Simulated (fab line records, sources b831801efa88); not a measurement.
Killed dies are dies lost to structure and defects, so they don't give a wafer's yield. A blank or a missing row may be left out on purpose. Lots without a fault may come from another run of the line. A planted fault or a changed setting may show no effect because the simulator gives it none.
A struck lot beside a sound one | flow sky130 | 16 steps out of a route of 708
Sound: wafers L474.2, L474.5, L474.6. Struck: wafers L483.3, L483.4, L483.6. The cause comes at the end.
At each step with rows: each side's tool, then ch and its chambers, then its first start. Under that, the readings that differ: sound wafers | struck wafers | difference of the means | sigmas: that difference in standard deviations of wafers without a fault.
alike: readings whose means differ by less than 2 such deviations, and words and numbers that are the same on both sides. not compared: withheld readings, readings that some wafer has no value for, bounds like >300 that may hide the same value, and numbers for which the record gives no deviation and whose values overlap.
The two part at a step that has a row with sigmas, a row that says differs or no value, or rows on one side only. Numbers that don't overlap but have no deviation are shown without sigmas and don't part them. A reading that every wafer of one side lacks parts them only if that side has two wafers or more.

first, 2 steps without rows for these wafers: SKY_VIA2_CLEAN_18 (cleans in IPA, time 180 s); SKY_VIA2_CLEAN_19 (cleans in O3/DIW).
SKY_VIA2_SPUTTER_20: material TiN, target thk 20 nm, time 80 s.
  sound on pvd_sputter-02, day 37 06:30; struck on pvd_sputter-01, day 39 20:50
  alike: throttle_valve_pct
then, 1 step without rows for these wafers: SKY_VIA2_CVD_21 (deposits W, target thk 420 nm, time 126.4 s).
SKY_VIA2_RS_MEAS_22: measures by four-point-probe.
  sound on film_metro-03, day 37 06:50; struck on film_metro-04, day 39 21:04
  alike: VIA2_W_RS
SKY_VIA2_THK_MEAS_23: measures by xrf.
  sound on film_metro-03, day 37 06:57; struck on film_metro-04, day 39 21:10
  alike: VIA2_W_THK
SKY_VIA2_CMP_24: polishes, stops on SiO2, t overpolish 20 s, target thk 0 nm.
  sound on cmp-02 ch 0,1,3, day 37 07:18; struck on cmp-02 ch 0,3, day 39 21:16
  alike: motor_current_A, overpolish_run_s, time_to_endpoint_s
SKY_METAL3_SPUTTER_00: material Ti, target thk 15 nm, time 10 s.
  sound on pvd_sputter-03, day 37 07:30; struck on pvd_sputter-02, day 39 21:31
  alike: throttle_valve_pct
SKY_METAL3_SPUTTER_01: material TiN, target thk 20 nm, time 16.7 s.
  sound on pvd_sputter-03, day 37 07:32; struck on pvd_sputter-02, day 39 21:32
  alike: throttle_valve_pct
then, 2 steps without rows for these wafers: SKY_METAL3_SPUTTER_02 (material AlCu, target thk 735 nm, time 39.1 s); SKY_METAL3_SPUTTER_03 (material Ti, target thk 5 nm, time 3.3 s).
SKY_METAL3_SPUTTER_04: material TiN, target thk 70 nm, time 58.3 s.
  sound on pvd_sputter-03, day 37 07:37; struck on pvd_sputter-02, day 39 21:37
  alike: throttle_valve_pct
SKY_CAPM_CVD_00: deposits SiO2, target thk 15.5 nm.
  sound on pecvd-03 ch 0,2, day 37 07:40; struck on pecvd-03 ch 0,1,2, day 39 21:00
  alike: heater_power_w
SKY_CAPM_THK_MEAS_01:
  sound on film_metro-02, day 37 07:41; struck on film_metro-01, day 39 21:54
  reading              | sound             | struck            | difference | sigmas
  CAPM_CVD_00_THK (nm) | 15.29 15.74 15.56 | 30.62 30.93 30.96 | +15.31     | +67
then, 1 step without rows for these wafers: SKY_CAPM_SPUTTER_02 (material TiN, target thk 200 nm, time 166.7 s).
-- the record jumps here: 9 days lie between the struck wafers' starts before and after (it left off in module CAPM and takes up again in module PAD_OPEN, whose first step shown is number 708 of the route) --
SKY_PAD_OPEN_PROBE_99:
  sound on prober-02, day 46 14:40; struck on prober-01, day 48 12:35
  reading                               | sound            | struck            | difference | sigmas
  defect_limited_yield (%)              | 81.3 83.9 80.7   | 86.8 87.8 85.6    | +4.8       | +2
  killed_at_contacts                    | 32 25 29         | 18 11 20          | -12        | -2
  killed_at_other                       | 0 0 0            | 1 1 1             | +1         | +2
  killed_dies                           | 92 79 95         | 65 60 71          | -23        | -2
  model.etest.tester.sort_n_pass        | 400 413 397      | 0 0 0             | -403       |
  model.etest.tester.sort_yield_pct (%) | 81.3 83.94 80.69 | 0 0 0             | -82        |
  model.etest.tester.sort_bin_3_pct (%) | 1.016 0.813 0    | 88.01 88.21 85.98 | +86.79     |
  model.etest.sonos_uncharged.short     | 0 0 0            | 1 1 1             | +1         |
  model.etest.mcon_chain.short          | 0 0 0            | 1 1 1             | +1         |
  model.etest.sram_nfet_pass.short      | 0 0 0            | 1 1 1             | +1         |
  model.etest.cap_mim2.short            | 0 0 0            | 1 1 1             | +1         |
  model.etest.via4_chain.short          | 0 0 0            | 1 1 1             | +1         |
  alike: killed_at_M0_to_M3, killed_at_M4_up, killed_at_front_end, killed_open, killed_short

WHERE THEY PART
First at SKY_CAPM_THK_MEAS_01; last, within this record, at SKY_PAD_OPEN_PROBE_99.

WHY: what the simulator had put in
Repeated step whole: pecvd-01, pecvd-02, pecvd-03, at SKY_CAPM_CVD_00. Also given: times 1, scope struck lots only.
